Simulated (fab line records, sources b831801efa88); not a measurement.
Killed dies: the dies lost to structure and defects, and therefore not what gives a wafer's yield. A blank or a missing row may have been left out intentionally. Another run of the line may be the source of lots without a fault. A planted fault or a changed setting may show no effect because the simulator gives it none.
The tool behind it: which one? :: flow sky130 :: 11 lots, 33 wafers sampled, at 5 steps of a route of 708

WHAT EACH GAUGE READ, for each wafer
The record holds no reading of a measuring or inspecting step that can be judged against a usual standard deviation.

WHICH TOOL RAN EACH LOT (tool, then ch and the chambers of the sampled wafers, then the start)
lot: L834
SKY_METAL4_ETCH_16: rieMetal-03 ch 0,1, day 42 09:01
SKY_VIA4_DEVELOP_10: lithoTrack-01 ch 0, day 43 10:08
SKY_VIA4_CMP_21: cmp-02 ch 1,2, day 43 11:26
SKY_METAL5_SPUTTER_01: pvdSputter-04, day 43 11:42
SKY_PAD_OPEN_PROBE_99: -

lot: L835
SKY_METAL4_ETCH_16: rieMetal-01 ch 0, day 42 18:16
SKY_VIA4_DEVELOP_10: lithoTrack-01 ch 0, day 43 18:16
SKY_VIA4_CMP_21: cmp-01 ch 1,2,3, day 43 19:33
SKY_METAL5_SPUTTER_01: pvdSputter-01, day 43 19:52
SKY_PAD_OPEN_PROBE_99: prober-02, day 46 16:42

lot: L836
SKY_METAL4_ETCH_16: rieMetal-01 ch 0,1, day 43 08:13
SKY_VIA4_DEVELOP_10: lithoTrack-03 ch 0, day 44 08:10
SKY_VIA4_CMP_21: cmp-01 ch 1,2,3, day 44 09:28
SKY_METAL5_SPUTTER_01: pvdSputter-01, day 44 09:44
SKY_PAD_OPEN_PROBE_99: prober-01, day 47 04:19

lot: L837
SKY_METAL4_ETCH_16: rieMetal-01 ch 1, day 43 11:04
SKY_VIA4_DEVELOP_10: lithoTrack-03 ch 0, day 44 12:01
SKY_VIA4_CMP_21: cmp-02 ch 0,1,3, day 44 13:22
SKY_METAL5_SPUTTER_01: pvdSputter-03, day 44 13:35
SKY_PAD_OPEN_PROBE_99: -

lot: L839
SKY_METAL4_ETCH_16: rieMetal-03 ch 0,1, day 44 07:20
SKY_VIA4_DEVELOP_10: lithoTrack-03 ch 0, day 45 06:55
SKY_VIA4_CMP_21: cmp-01 ch 0,1,3, day 45 08:25
SKY_METAL5_SPUTTER_01: pvdSputter-01, day 45 08:38
SKY_PAD_OPEN_PROBE_99: -

lot: L847
SKY_METAL4_ETCH_16: rieMetal-01 ch 0, day 46 09:11
SKY_VIA4_DEVELOP_10: lithoTrack-01 ch 0, day 47 06:28
SKY_VIA4_CMP_21: cmp-01 ch 0,1,3, day 47 07:56
SKY_METAL5_SPUTTER_01: pvdSputter-04, day 47 08:13
SKY_PAD_OPEN_PROBE_99: prober-02, day 49 19:37

lot: L848
SKY_METAL4_ETCH_16: rieMetal-03 ch 0,1, day 47 00:38
SKY_VIA4_DEVELOP_10: lithoTrack-03 ch 0, day 47 22:11
SKY_VIA4_CMP_21: cmp-01 ch 1,2,3, day 47 23:25
SKY_METAL5_SPUTTER_01: pvdSputter-03, day 47 23:44
SKY_PAD_OPEN_PROBE_99: -

lot: L852
SKY_METAL4_ETCH_16: rieMetal-01 ch 0,1, day 47 05:11
SKY_VIA4_DEVELOP_10: lithoTrack-03 ch 0, day 48 01:52
SKY_VIA4_CMP_21: cmp-02 ch 0,3, day 48 03:32
SKY_METAL5_SPUTTER_01: pvdSputter-04, day 48 03:49
SKY_PAD_OPEN_PROBE_99: -

lot: L854
SKY_METAL4_ETCH_16: rieMetal-03 ch 0,1, day 47 16:23
SKY_VIA4_DEVELOP_10: lithoTrack-04 ch 0, day 48 12:00
SKY_VIA4_CMP_21: cmp-02 ch 0,1,2, day 48 13:31
SKY_METAL5_SPUTTER_01: pvdSputter-03, day 48 13:47
SKY_PAD_OPEN_PROBE_99: -

lot: L853
SKY_METAL4_ETCH_16: rieMetal-01 ch 0, day 47 18:23
SKY_VIA4_DEVELOP_10: lithoTrack-03 ch 0, day 48 14:43
SKY_VIA4_CMP_21: cmp-02 ch 1,3, day 48 16:01
SKY_METAL5_SPUTTER_01: pvdSputter-04, day 48 16:17
SKY_PAD_OPEN_PROBE_99: -

lot: L855
SKY_METAL4_ETCH_16: rieMetal-02 ch 0,1, day 48 00:01
SKY_VIA4_DEVELOP_10: lithoTrack-03 ch 0, day 48 19:55
SKY_VIA4_CMP_21: cmp-02 ch 0,1,2, day 48 21:10
SKY_METAL5_SPUTTER_01: pvdSputter-03, day 48 21:29
SKY_PAD_OPEN_PROBE_99: -
- SKY_METAL4_ETCH_16: etches BARC in N2/H2, stops on SiO2, time 88.2 s, target depth 60 nm.
- SKY_VIA4_DEVELOP_10: develop time 60 s.
- SKY_VIA4_CMP_21: polishes, stops on SiO2, t overpolish 25 s, target thk 0 nm.
- SKY_METAL5_SPUTTER_01: material TiN, target thk 20 nm, time 16.7 s.
- SKY_PAD_OPEN_PROBE_99

AS READ BY THE TOOLS THEMSELVES (means over the sampled wafers that have a number; for cases with no such wafer, the mark the record gives instead)
SKY_METAL4_ETCH_16. Usual: drypumpMotorCurrentA 5.7 A, standard deviation 0.48; n2FlowSccm 100.0 sccm, standard deviation 0.32; oesProductAu 0.625 a.u., standard deviation 0.0044; throttleValvePct 13.205 %, standard deviation 0.0091.
lot: L834
tool: rieMetal-03
drypumpMotorCurrentA (A): 5.7
n2FlowSccm (sccm): 99.8
oesProductAu (a.u.): 0.625
throttleValvePct (%): 13.194
flag: 

lot: L835
tool: rieMetal-01
drypumpMotorCurrentA (A): 5.1
n2FlowSccm (sccm): 99.7
oesProductAu (a.u.): 0.629
throttleValvePct (%): 13.198
flag: 

lot: L836
tool: rieMetal-01
drypumpMotorCurrentA (A): 5.8
n2FlowSccm (sccm): 100.2
oesProductAu (a.u.): 0.621
throttleValvePct (%): 13.196
flag: 

lot: L837
tool: rieMetal-01
drypumpMotorCurrentA (A): 6.3
n2FlowSccm (sccm): 100.1
oesProductAu (a.u.): 0.622
throttleValvePct (%): 13.202
flag: 

lot: L839
tool: rieMetal-03
drypumpMotorCurrentA (A): 5.7
n2FlowSccm (sccm): 99.7
oesProductAu (a.u.): 0.625
throttleValvePct (%): 13.205
flag: 

lot: L847
tool: rieMetal-01
drypumpMotorCurrentA (A): 5.1
n2FlowSccm (sccm): 99.8
oesProductAu (a.u.): 0.625
throttleValvePct (%): 13.203
flag: 

lot: L848
tool: rieMetal-03
drypumpMotorCurrentA (A): 5.6
n2FlowSccm (sccm): 100.0
oesProductAu (a.u.): 0.625
throttleValvePct (%): 13.208
flag: 

lot: L852
tool: rieMetal-01
drypumpMotorCurrentA (A): 5.5
n2FlowSccm (sccm): 100.4
oesProductAu (a.u.): 0.625
throttleValvePct (%): 13.205
flag: 

lot: L854
tool: rieMetal-03
drypumpMotorCurrentA (A): 5.7
n2FlowSccm (sccm): 100.3
oesProductAu (a.u.): 0.626
throttleValvePct (%): 13.213
flag: 

lot: L853
tool: rieMetal-01
drypumpMotorCurrentA (A): 5.1
n2FlowSccm (sccm): 100.1
oesProductAu (a.u.): 0.629
throttleValvePct (%): 13.199
flag: 

lot: L855
tool: rieMetal-02
drypumpMotorCurrentA (A): 5.8
n2FlowSccm (sccm): 100.3
oesProductAu (a.u.): 0.625
throttleValvePct (%): 13.206
flag: 

SKY_VIA4_DEVELOP_10. Usual: 22.99 C for developerTempC, sd 0.098.
lot: L834
tool: lithoTrack-01
developerTempC (C): 23.01
flag: 

lot: L835
tool: lithoTrack-01
developerTempC (C): 23.06
flag: 

lot: L836
tool: lithoTrack-03
developerTempC (C): 22.95
flag: 

lot: L837
tool: lithoTrack-03
developerTempC (C): 25.32
flag: OFF

lot: L839
tool: lithoTrack-03
developerTempC (C): 25.34
flag: OFF

lot: L847
tool: lithoTrack-01
developerTempC (C): 23.01
flag: 

lot: L848
tool: lithoTrack-03
developerTempC (C): 22.94
flag: 

lot: L852
tool: lithoTrack-03
developerTempC (C): 22.98
flag: 

lot: L854
tool: lithoTrack-04
developerTempC (C): 22.97
flag: 

lot: L853
tool: lithoTrack-03
developerTempC (C): 23.04
flag: 

lot: L855
tool: lithoTrack-03
developerTempC (C): 22.95
flag: 

SKY_VIA4_CMP_21. Usual: motorCurrentA 11.2 A, standard deviation 0.6; overpolishRunS 25.000 s, standard deviation 0.0084; slurryFlowMlMin 150.0, standard deviation 0.46; timeToEndpointS 125 s, standard deviation 5.4.
lot: L834
tool: cmp-02
motorCurrentA (A): 11.3
overpolishRunS (s): 25.001
slurryFlowMlMin: 149.8
timeToEndpointS (s): 118
flag: 

lot: L835
tool: cmp-01
motorCurrentA (A): 11.3
overpolishRunS (s): 25.003
slurryFlowMlMin: 149.8
timeToEndpointS (s): 123
flag: 

lot: L836
tool: cmp-01
motorCurrentA (A): 11.2
overpolishRunS (s): 24.997
slurryFlowMlMin: 149.9
timeToEndpointS (s): 122
flag: 

lot: L837
tool: cmp-02
motorCurrentA (A): 11.3
overpolishRunS (s): 24.999
slurryFlowMlMin: 150.0
timeToEndpointS (s): 120
flag: 

lot: L839
tool: cmp-01
motorCurrentA (A): 10.9
overpolishRunS (s): 25.006
slurryFlowMlMin: 150.3
timeToEndpointS (s): 128
flag: 

lot: L847
tool: cmp-01
motorCurrentA (A): 11.2
overpolishRunS (s): 24.998
slurryFlowMlMin: 150.2
timeToEndpointS (s): 125
flag: 

lot: L848
tool: cmp-01
motorCurrentA (A): 11.1
overpolishRunS (s): 24.996
slurryFlowMlMin: 150.1
timeToEndpointS (s): 130
flag: 

lot: L852
tool: cmp-02
motorCurrentA (A): 11.7
overpolishRunS (s): 25.006
slurryFlowMlMin: 149.5
timeToEndpointS (s): 123
flag: 

lot: L854
tool: cmp-02
motorCurrentA (A): 11.3
overpolishRunS (s): 24.994
slurryFlowMlMin: 149.8
timeToEndpointS (s): 121
flag: 

lot: L853
tool: cmp-02
motorCurrentA (A): 11.8
overpolishRunS (s): 24.996
slurryFlowMlMin: 149.8
timeToEndpointS (s): 127
flag: 

lot: L855
tool: cmp-02
motorCurrentA (A): 11.3
overpolishRunS (s): 25.003
slurryFlowMlMin: 150.0
timeToEndpointS (s): 123
flag: 

SKY_METAL5_SPUTTER_01. Usual: cathodeDcPowerW 6500.1 W, standard deviation 1.2; throttleValvePct 30.1 %, standard deviation 1.1.
lot: L834
tool: pvdSputter-04
cathodeDcPowerW (W): 6500.0
throttleValvePct (%): 28.5
flag: 

lot: L835
tool: pvdSputter-01
cathodeDcPowerW (W): 6500.3
throttleValvePct (%): 31.2
flag: 

lot: L836
tool: pvdSputter-01
cathodeDcPowerW (W): 6498.6
throttleValvePct (%): 30.4
flag: 

lot: L837
tool: pvdSputter-03
cathodeDcPowerW (W): 6500.3
throttleValvePct (%): 29.8
flag: 

lot: L839
tool: pvdSputter-01
cathodeDcPowerW (W): 6500.1
throttleValvePct (%): 30.2
flag: 

lot: L847
tool: pvdSputter-04
cathodeDcPowerW (W): 6500.8
throttleValvePct (%): 28.2
flag: 

lot: L848
tool: pvdSputter-03
cathodeDcPowerW (W): 6500.5
throttleValvePct (%): 30.0
flag: 

lot: L852
tool: pvdSputter-04
cathodeDcPowerW (W): 6502.2
throttleValvePct (%): 28.5
flag: 

lot: L854
tool: pvdSputter-03
cathodeDcPowerW (W): 6501.0
throttleValvePct (%): 29.9
flag: 

lot: L853
tool: pvdSputter-04
cathodeDcPowerW (W): 6501.3
throttleValvePct (%): 29.5
flag: 

lot: L855
tool: pvdSputter-03
cathodeDcPowerW (W): 6499.9
throttleValvePct (%): 30.1
flag: 

SKY_PAD_OPEN_PROBE_99. Usual: defectLimitedYield 82.3 %, standard deviation 2; killed_at_M0_to_M3 45, standard deviation 7.5; killed_at_M4_up 3.2, standard deviation 1.8; killedAtContacts 24, standard deviation 4.9; killedAtFrontEnd 15, standard deviation 4.4; killedAtOther 0.3, standard deviation 0.54; killedDies 87, standard deviation 9.8; killedOpen 47, standard deviation 6.4; killedShort 40, standard deviation 6.5; sort_bin_3_pad_short 0.9 %, standard deviation 0.44; sort_bin_5_function 10.5 %, standard deviation 1.5; sort_bin_6_memory 6.3 %, standard deviation 1.2; sortNPass 405, standard deviation 9.8; sortYieldPct 82.3 %, standard deviation 2.
lot: L835
tool: prober-02
defectLimitedYield (%): 81.9
killed_at_M0_to_M3: 43
killed_at_M4_up: 4.0
killedAtContacts: 22
killedAtFrontEnd: 21
killedAtOther: 0.0
killedDies: 89
killedOpen: 50
killedShort: 39
sort_bin_3_pad_short (%): 0.9
sort_bin_5_function (%): 10.5
sort_bin_6_memory (%): 6.8
sortNPass: 403
sortYieldPct (%): 81.9
flag: 

lot: L836
tool: prober-01
defectLimitedYield (%): 84.3
killed_at_M0_to_M3: 41
killed_at_M4_up: 3.0
killedAtContacts: 22
killedAtFrontEnd: 10
killedAtOther: 0.3
killedDies: 77
killedOpen: 49
killedShort: 28
sort_bin_3_pad_short (%): 0.8
sort_bin_5_function (%): 9.2
sort_bin_6_memory (%): 5.7
sortNPass: 415
sortYieldPct (%): 84.3
flag: 

lot: L847
tool: prober-02
defectLimitedYield (%): 82.1
killed_at_M0_to_M3: 47
killed_at_M4_up: 3.7
killedAtContacts: 22
killedAtFrontEnd: 14
killedAtOther: 0.7
killedDies: 88
killedOpen: 47
killedShort: 41
sort_bin_3_pad_short (%): 0.7
sort_bin_5_function (%): 10.6
sort_bin_6_memory (%): 6.6
sortNPass: 404
sortYieldPct (%): 82.1
flag: 

THE ANSWER, worked out from the rows above alone
Rule: a lot counts as off when the mean over its wafers that have a number is more than 3 standard deviations away from the usual mean. Also off: a lot with no number at a reading for which 4 or more lots have one. Any other lot the step has rows for is counted as sound. The gauges are gone through in route order, then the tools' own readings, and for those a lot's mean is taken as printed above. The first step at which some lot is off is used, and at that step the reading that is off furthest; a lot without a number counts as furthest.
Off: L837, L839, at SKY_VIA4_DEVELOP_10 (developerTempC).
A tool fits if, at that step or a process step before it, it ran every lot that is off, and no sound lot after the first of them. Of those tried, none fits.

WHAT THE SIMULATOR HAD PUT IN
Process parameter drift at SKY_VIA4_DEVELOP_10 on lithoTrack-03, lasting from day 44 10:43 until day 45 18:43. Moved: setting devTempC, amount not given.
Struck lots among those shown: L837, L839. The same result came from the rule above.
